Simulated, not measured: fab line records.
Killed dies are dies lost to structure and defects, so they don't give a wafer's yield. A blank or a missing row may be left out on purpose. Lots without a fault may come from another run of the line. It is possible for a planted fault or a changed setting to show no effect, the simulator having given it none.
Problem report, 8D (eight disciplines) form, completed by code -- flow gf180mcu -- the parts of the form that need people (team, actions taken, sign-off) are left out

== 1. THE PROBLEM ==
Wafers without a fault read 259.8 nm, standard deviation 1.1; cd-nm at GF_V3_CD_MEAS_14 reads a mean of 247.3 nm on 6 wafers belonging to 2 lots. That is -11 standard deviations from the usual mean.
The step: target cd 260 nm.
First seen on wafer L963.2, day 27 07:20, on cd-sem-01. The record holds 33 wafers of 11 lots with a number at this step. The rule behind "out" and "out of limits": a value lying over 4 standard deviations away from the usual mean. The other wafers with a number count as sound.

== 2. WHAT IT IS, WHAT IT ISN'T ==
question,is,is not
which readings at this step,cd-nm,-
which lots,"L963, L964","L951, L953, L954, L956, L958, L960, L962, L971, L973"
which wafers of those lots,all that have a number,-
read on which gauges,"cd-sem-01, cd-sem-02",-
when,from day 27 07:20,"up to then (21 sound wafers); but 6 sound wafers of L971, L973 came after"

== 3. SUSPECTS, AND WHAT RULES EACH OUT ==
Counting: a tool at a process step up to the reading stays a suspect if it ran every lot that is out and no sound lot after the first of them.
- ruled out: the gauge at GF_V3_CD_MEAS_14. Those wafers that are out were read across 2 gauges (cd-sem-01, cd-sem-02).
- plasma-asher-01 at GF_M3_STRIP_17 (strips in O2/N2): ruled out as a lasting fault. Sound lots L971 ran on it after its first lot that is out, L963 (day 26 09:47).
- litho-track-03 at GF_V3_SOFTBAKE_10 (time 60 s): kept. Every lot that is out went through it, starting with L963 (day 26 21:00), and after that it ran no sound lot; the last sound lot it ran before then is L962 (day 26 12:00). Its own heater-power-total-W, plate-temp-C readings are out on those wafers.
After counting, what remains is litho-track-03 at GF_V3_SOFTBAKE_10.

== 4. THE CAUSE (what the simulator had put in) ==
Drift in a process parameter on litho-track-03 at GF_V3_SOFTBAKE_10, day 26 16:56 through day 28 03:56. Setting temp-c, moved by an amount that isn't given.
This tool alone remained once counting was done.

== 5. SEQUENCE OF EFFECTS, ordered by route ==
One row per reading whose mean, taken over the struck wafers that have a number, lies over 3 standard deviations from the usual. Only readings whose record carries a usual standard deviation are examined. hours: median over the lots of the time between each lot's start at the first step of this table that gives one and its start at this step. sigmas: the change, counted in usual standard deviations.
hours,step,reading,usual,on struck wafers,change,sigmas
0,GF_V3_SOFTBAKE_10,heater-power-total-W,93.05 W,87.93,-5.12,-83
0,GF_V3_SOFTBAKE_10,plate-temp-C,129.99 C,124.55,-5.44,-45
10,GF_V3_CD_MEAS_14,cd-nm,259.8 nm,247.3,-12.5,-11
The process steps in it:
- GF_V3_SOFTBAKE_10: time 60 s.

== 6. WHAT WOULD HAVE CAUGHT IT SOONER ==
Counted from the fault's start at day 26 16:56, it took 14 hours until the first out-of-limits reading at a measuring or inspecting step in this record, taken at day 27 07:20.
The tool's own readings at GF_V3_SOFTBAKE_10 were out on every struck wafer that the step has a row for (heater-power-total-W, plate-temp-C): an alarm limit on them would have fired on the first of those.
By day 27 07:20 the whole set of lots that are out, 2 in number, had already begun GF_V3_SOFTBAKE_10 on litho-track-03. None of them would have been spared by holding the tool at that moment.
